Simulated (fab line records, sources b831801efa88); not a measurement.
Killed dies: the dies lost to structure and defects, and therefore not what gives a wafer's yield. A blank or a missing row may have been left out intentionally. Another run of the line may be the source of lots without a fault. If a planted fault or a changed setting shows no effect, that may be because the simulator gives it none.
fab line records    flow gf180mcu
[record] lots = 12  wafers = 36  last_day = 34
route steps=602 shown M3@425 V3@434 V4@476 MIM@504
lots with no fault: from the same line, run without faults
start_h: hours from the record's first day to the start of the lot's first wafer shown    wait_h: hours since the lot's step before    " the same as in the row above    L1.1+2: a single row standing in for several wafers    - value missing, or start not given    * or withheld: withheld    < > ~ a bound
route shown NAME@n: names a module that has steps shown in the file, with the first one's number in the route    usual: mean/standard deviation of fault-free wafers    same: alike in all rows    chamber/n: place in a boat    sites: each site's reading    _std_site: the standard deviation of these    _edge_site: inner sites' mean taken away from outer sites' mean    radius_mm: how far each site lies from the wafer's centre    mask NAME#n: copy n    behind: tool/chamber where the wafer was last shaped    hold: cause of the lot's hold/its duration in hours/its outcome    device: names the non-switching transistor (n, p or np)    end of line: the route-end tests of the same wafers    for a step that has no rows: nothing shown but its recipe    killed: the dies lost at the first sort to structure and to defects; this is not the yield of the wafer    map: shows each die of a wafer: x if killed, . if not, _ if none is there
set.NAME: the run value of the setting; set.NAME@STEP: its run value at that earlier step    model.NAME: the simulator's own value behind a step, which no gauge read
a sample of lots followed through the steps of the route, with each step as a table and each wafer as a row
services: when a tool's chamber went out of use (start_h, in hours from the record's first day, below 0 if earlier), for how many hours, and the reason
[[steps]]
[step GF_M3_METAL_ETCH_16]
[recipe] chemistry = Cl2/BCl3  mask_material = KrF  target_depth_nm = 627.5  stop_on = SiO2  pressure_mtorr = 8  icp_w = 800  bias_w = 140  Cl2_flow_sccm = 80  bcl3_flow_sccm = 40  time_s = 104.6
[usual] drypump_motor_current_A = 5.46/0.28  oes_product_au = 0.973/0.0065  throttle_valve_pct = 28.248/0.012
lot.wafer  tool          chamber  start_h  wait_h  drypump_motor_current_A  oes_product_au  rf_hours_counter_h  throttle_valve_pct
L551.1     rie_metal-01  1        492.69   0.0     5.50                     0.976           11                  28.254
L551.2     "             0        "        "       5.86                     0.968           7                   28.255
L551.5     "             0        "        "       5.86                     0.976           -                   28.238
L555.1     rie_metal-03  0        536.37   0.0     5.34                     0.985           7                   28.236
L555.5     "             0        "        "       5.34                     0.980           -                   28.252
L555.6     "             0        "        "       5.35                     0.974           -                   28.233
L556.3     rie_metal-03  0        542.72   0.1     5.37                     0.981           -                   28.254
L556.4     "             0        "        "       5.38                     0.968           -                   28.261
L556.6     "             0        "        "       5.36                     0.969           -                   28.271
L557.2     rie_metal-04  0        543.60   0.0     5.05                     0.967           6                   28.250
L557.3     "             0        "        "       5.03                     0.966           -                   28.251
L557.4     "             1        "        "       5.73                     0.972           -                   28.258
L560.1     rie_metal-03  0        571.84   0.0     5.36                     0.972           8                   28.244
L560.3     "             0        "        "       5.35                     0.973           -                   28.253
L560.4     "             0        "        "       5.35                     0.973           -                   28.251
L562.1     rie_metal-01  1        592.09   0.0     5.46                     0.970           2                   28.248
L562.2     "             0        "        "       5.87                     0.965           11                  28.261
L562.5     "             0        "        "       5.88                     0.982           -                   28.231
L563.3     rie_metal-03  0        602.41   0.1     5.36                     0.976           -                   28.234
L563.4     "             0        "        "       5.35                     0.963           -                   28.255
L563.5     "             0        "        "       5.33                     0.962           -                   28.250
L567.2     rie_metal-01  1        632.85   0.0     5.48                     0.973           3                   28.232
L567.3     "             0        "        "       5.92                     0.979           -                   28.245
L567.5     "             0        "        "       5.90                     0.978           -                   28.233
L569.1     rie_metal-03  1        644.79   0.0     5.13                     0.978           1                   28.223
L569.2     "             0        "        "       5.34                     0.973           12                  28.241
L569.4     "             0        "        "       5.35                     0.971           -                   28.245
L571.1     rie_metal-03  0        657.49   0.0     5.34                     0.979           12                  28.235
L571.3     "             1        "        "       5.15                     0.976           -                   28.254
L571.6     "             0        "        "       5.36                     0.970           -                   28.263
L572.1     rie_metal-03  1        661.13   0.0     5.15                     0.958           1                   28.251
L572.2     "             0        "        "       5.33                     0.969           12                  28.262
L572.5     "             1        "        "       5.12                     0.963           -                   28.274
L573.1     rie_metal-04  0        669.54   0.0     5.05                     0.963           10                  28.251
L573.2     "             1        "        "       5.75                     0.958           7                   28.265
L573.6     "             1        "        "       5.75                     0.981           -                   28.246
[step GF_V3_BOW_MEAS_05]
[recipe] mode = bow
[usual] V3_BOW = 114/9.6
lot.wafer  tool           chamber  start_h  wait_h  V3_BOW[um]
L551.1     film_metro-01  -        493.91   0.2     111
L551.2     "              -        "        "       128
L551.5     "              -        "        "       107
L555.1     film_metro-02  -        537.84   0.1     115
L555.5     "              -        "        "       109
L555.6     "              -        "        "       124
L556.3     film_metro-03  -        544.58   0.3     104
L556.4     "              -        "        "       105
L556.6     "              -        "        "       112
L557.2     film_metro-01  -        545.17   0.2     113
L557.3     "              -        "        "       110
L557.4     "              -        "        "       120
L560.1     film_metro-01  -        573.20   0.1     121
L560.3     "              -        "        "       119
L560.4     "              -        "        "       134
L562.1     film_metro-02  -        593.73   0.1     97
L562.2     "              -        "        "       98
L562.5     "              -        "        "       91
L563.3     film_metro-01  -        603.76   0.3     104
L563.4     "              -        "        "       116
L563.5     "              -        "        "       127
L567.2     film_metro-01  -        634.12   0.2     119
L567.3     "              -        "        "       111
L567.5     "              -        "        "       112
L569.1     film_metro-02  -        646.03   0.2     110
L569.2     "              -        "        "       115
L569.4     "              -        "        "       122
L571.1     film_metro-02  -        658.70   0.2     111
L571.3     "              -        "        "       115
L571.6     "              -        "        "       113
L572.1     film_metro-01  -        662.38   0.1     128
L572.2     "              -        "        "       119
L572.5     "              -        "        "       119
L573.1     film_metro-02  -        670.78   0.1     124
L573.2     "              -        "        "       116
L573.6     "              -        "        "       98
[step GF_V4_CVD_00]
[recipe] material = SiO2  target_thk_nm = 600  sigma_open_frac = 0.3  temp_c = 400  time_s = 100  sih4_flow_sccm = 60  pressure_mtorr = 6
[usual] sih4_flow_sccm = 60.01/0.2
lot.wafer  tool       chamber  start_h  wait_h  sih4_flow_sccm
L551.1     hdpcvd-02  2        541.33   0.0     59.72
L551.2     "          1        "        "       60.42
L551.5     "          2        "        "       59.52
L555.1     hdpcvd-02  2        584.29   0.0     60.02
L555.5     "          0        "        "       60.13
L555.6     "          1        "        "       60.25
L556.3     hdpcvd-02  0        590.92   0.0     59.97
L556.4     "          1        "        "       60.05
L556.6     "          0        "        "       60.36
L557.2     hdpcvd-01  0        591.90   0.0     60.14
L557.3     "          1        "        "       59.74
L557.4     "          0        "        "       60.19
L560.1     hdpcvd-01  1        617.83   0.0     60.04
L560.3     "          2        "        "       60.33
L560.4     "          2        "        "       60.07
L562.1     hdpcvd-02  2        636.98   0.0     60.08
L562.2     "          1        "        "       59.83
L562.5     "          1        "        "       60.15
L563.3     hdpcvd-01  2        647.28   0.0     59.92
L563.4     "          0        "        "       60.49
L563.5     "          1        "        "       60.13
L567.2     hdpcvd-02  2        674.93   0.0     60.07
L567.3     "          0        "        "       90.02
L567.5     "          2        "        "       60.40
L569.1     hdpcvd-02  0        686.93   0.0     89.76
L569.2     "          2        "        "       60.15
L569.4     "          1        "        "       60.08
L571.1     hdpcvd-02  1        699.13   0.0     59.99
L571.3     "          0        "        "       89.81
L571.6     "          0        "        "       89.95
L572.1     hdpcvd-01  2        702.62   0.0     60.07
L572.2     "          1        "        "       59.70
L572.5     "          0        "        "       59.49
L573.1     hdpcvd-01  2        710.18   0.0     59.76
L573.2     "          1        "        "       59.83
L573.6     "          1        "        "       60.43
[step GF_V4_THK_MEAS_01]
[recipe] reads = SiO2_of_V4_CVD_00
[usual] V4_CVD_00_THK = 600/6.1
lot.wafer  tool           chamber  start_h  wait_h  hold                      V4_CVD_00_THK[nm]
L551.1     film_metro-04  -        541.46   0.1     -                         599
L551.2     "              -        "        "       -                         593
L551.5     "              -        "        "       -                         601
L555.1     film_metro-03  -        584.37   0.0     -                         608
L555.5     "              -        "        "       -                         603
L555.6     "              -        "        "       -                         600
L556.3     film_metro-04  -        591.01   0.1     -                         604
L556.4     "              -        "        "       -                         604
L556.6     "              -        "        "       -                         602
L557.2     film_metro-02  -        591.98   0.0     -                         597
L557.3     "              -        "        "       -                         596
L557.4     "              -        "        "       -                         594
L560.1     film_metro-03  -        617.90   0.0     -                         589
L560.3     "              -        "        "       -                         600
L560.4     "              -        "        "       -                         595
L562.1     film_metro-03  -        637.06   0.0     -                         601
L562.2     "              -        "        "       -                         596
L562.5     "              -        "        "       -                         601
L563.3     film_metro-03  -        647.38   0.1     -                         595
L563.4     "              -        "        "       -                         593
L563.5     "              -        "        "       -                         590
L567.2     film_metro-02  -        675.01   0.0     await_dispo/0.2h/release  598
L567.3     "              -        "        "       await_dispo/0.2h/release  901
L567.5     "              -        "        "       await_dispo/0.2h/release  597
L567.2     film_metro-02  -        675.24   0.2     -                         598
L567.3     "              -        "        "       -                         901
L567.5     "              -        "        "       -                         598
L569.1     film_metro-03  -        687.00   0.0     await_dispo/0.2h/release  903
L569.2     "              -        "        "       await_dispo/0.2h/release  606
L569.4     "              -        "        "       await_dispo/0.2h/release  610
L569.1     film_metro-03  -        687.23   0.2     -                         903
L569.2     "              -        "        "       -                         606
L569.4     "              -        "        "       -                         609
L571.1     film_metro-04  -        699.20   0.0     await_dispo/0.2h/release  596
L571.3     "              -        "        "       await_dispo/0.2h/release  906
L571.6     "              -        "        "       await_dispo/0.2h/release  911
L571.1     film_metro-04  -        699.43   0.2     -                         595
L571.3     "              -        "        "       -                         906
L571.6     "              -        "        "       -                         912
L572.1     film_metro-03  -        702.69   0.0     -                         600
L572.2     "              -        "        "       -                         586
L572.5     "              -        "        "       -                         600
L573.1     film_metro-03  -        710.25   0.0     -                         605
L573.2     "              -        "        "       -                         594
L573.6     "              -        "        "       -                         600
[step GF_MIM_SPUTTER_01]
[recipe] material = TiN  target_thk_nm = 30  power_w = 6500  time_s = 25  chamber_pressure_pa = 0.4
[usual] chamber_pressure_pa = 0.4000/0.00082  throttle_valve_pct = 30.2/0.75
lot.wafer  tool            chamber  start_h  wait_h  chamber_pressure_pa  throttle_valve_pct
L551.1     pvd_sputter-03  -        566.24   0.1     0.3992               29.9
L551.2     "               -        "        "       0.3992               30.2
L551.5     "               -        "        "       0.4005               30.8
L555.1     pvd_sputter-01  -        607.85   0.1     0.4004               31.0
L555.5     "               -        "        "       0.3990               31.1
L555.6     "               -        "        "       0.4012               30.4
L556.3     pvd_sputter-03  -        614.39   0.1     0.4007               30.9
L556.4     "               -        "        "       0.4015               29.8
L556.6     "               -        "        "       0.3990               30.4
L557.2     pvd_sputter-03  -        615.35   0.1     0.3991               29.7
L557.3     "               -        "        "       0.3997               29.9
L557.4     "               -        "        "       0.4019               31.2
L560.1     pvd_sputter-04  -        640.74   0.1     0.3993               28.6
L560.3     "               -        "        "       0.4001               29.8
L560.4     "               -        "        "       0.3998               30.5
L562.1     pvd_sputter-01  -        658.39   0.1     0.4014               31.9
L562.2     "               -        "        "       0.3999               29.9
L562.5     "               -        "        "       0.3997               31.2
L563.3     pvd_sputter-03  -        668.55   0.1     0.3988               30.2
L563.4     "               -        "        "       0.3991               30.9
L563.5     "               -        "        "       0.4002               31.0
L567.2     pvd_sputter-03  -        696.23   0.1     0.4008               29.9
L567.3     "               -        "        "       0.4000               30.3
L567.5     "               -        "        "       0.4004               30.1
L569.1     pvd_sputter-01  -        708.69   0.1     0.4007               29.9
L569.2     "               -        "        "       0.3978               31.9
L569.4     "               -        "        "       0.4002               30.4
L571.1     pvd_sputter-01  -        719.96   0.1     0.4007               29.8
L571.3     "               -        "        "       0.3996               30.5
L571.6     "               -        "        "       0.3983               30.3
L572.1     pvd_sputter-01  -        722.71   0.1     0.4000               30.0
L572.2     "               -        "        "       0.3998               31.0
L572.5     "               -        "        "       0.4012               30.1
L573.1     pvd_sputter-03  -        729.84   0.1     0.4001               29.9
L573.2     "               -        "        "       0.3995               30.2
L573.6     "               -        "        "       0.3996               30.2
[[services]]
tool            chamber  start_h  hours  kind
rie_metal-04    -        501.38   2.8    pm
rie_metal-04    0        518.20   19.3   repair
hdpcvd-02       -        519.89   3.6    repair
pvd_sputter-03  0        538.09   -      consumable_replace:kit
pvd_sputter-03  0        538.09   18.0   scheduled_down
pvd_sputter-03  0        538.09   18.0   vent_cycle
hdpcvd-01       -        539.25   15.0   pm
hdpcvd-01       0        539.25   15.0   vent_cycle
hdpcvd-01       1        539.25   15.0   vent_cycle
pvd_sputter-03  -        556.92   0.9    repair
hdpcvd-02       -        575.17   1.1    repair
rie_metal-03    1        588.77   -      clean
rie_metal-03    1        588.77   14.4   scheduled_down
rie_metal-03    1        588.77   14.4   vent_cycle
rie_metal-03    0        620.15   7.9    repair
rie_metal-01    1        644.12   10.4   repair
hdpcvd-02       -        659.98   4.3    pm
rie_metal-04    -        674.45   1.4    pm
pvd_sputter-03  3        678.54   -      consumable_replace:kit
pvd_sputter-03  3        678.54   18.0   scheduled_down
pvd_sputter-03  3        678.54   18.0   vent_cycle
pvd_sputter-03  -        710.62   2.9    repair
pvd_sputter-03  -        719.86   1.3    repair
rie_metal-03    0        728.76   56.1   repair
[[key]]
[first_sign] step = GF_V4_CVD_00  reading = sih4_flow_sccm  direction = up  sigmas = 99+  usual = 60.01  struck = 89.88
[effect] step = GF_V4_THK_MEAS_01  reading = visit  direction = added
[effect] step = GF_V4_THK_MEAS_01  reading = V4_CVD_00_THK  direction = up  sigmas = 50  usual = 600  struck = 905
met_at GF_V4_CVD_00
struck_lots L567,L569,L571
struck_wafers L567.3,L569.1,L571.3,L571.6
not_acting_at GF_M3_METAL_ETCH_16,GF_V3_BOW_MEAS_05,GF_MIM_SPUTTER_01
onset_between 590.92 674.93
[fault] kind = process_parameter_drift  tool = hdpcvd-02  chamber = 0  onset_h = 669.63  steps = GF_V4_CVD_00  channel = sih4_flow_sccm  offset = 30  shape = step  end_h = 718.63  acts_in = these_recipes_only  stated = 60
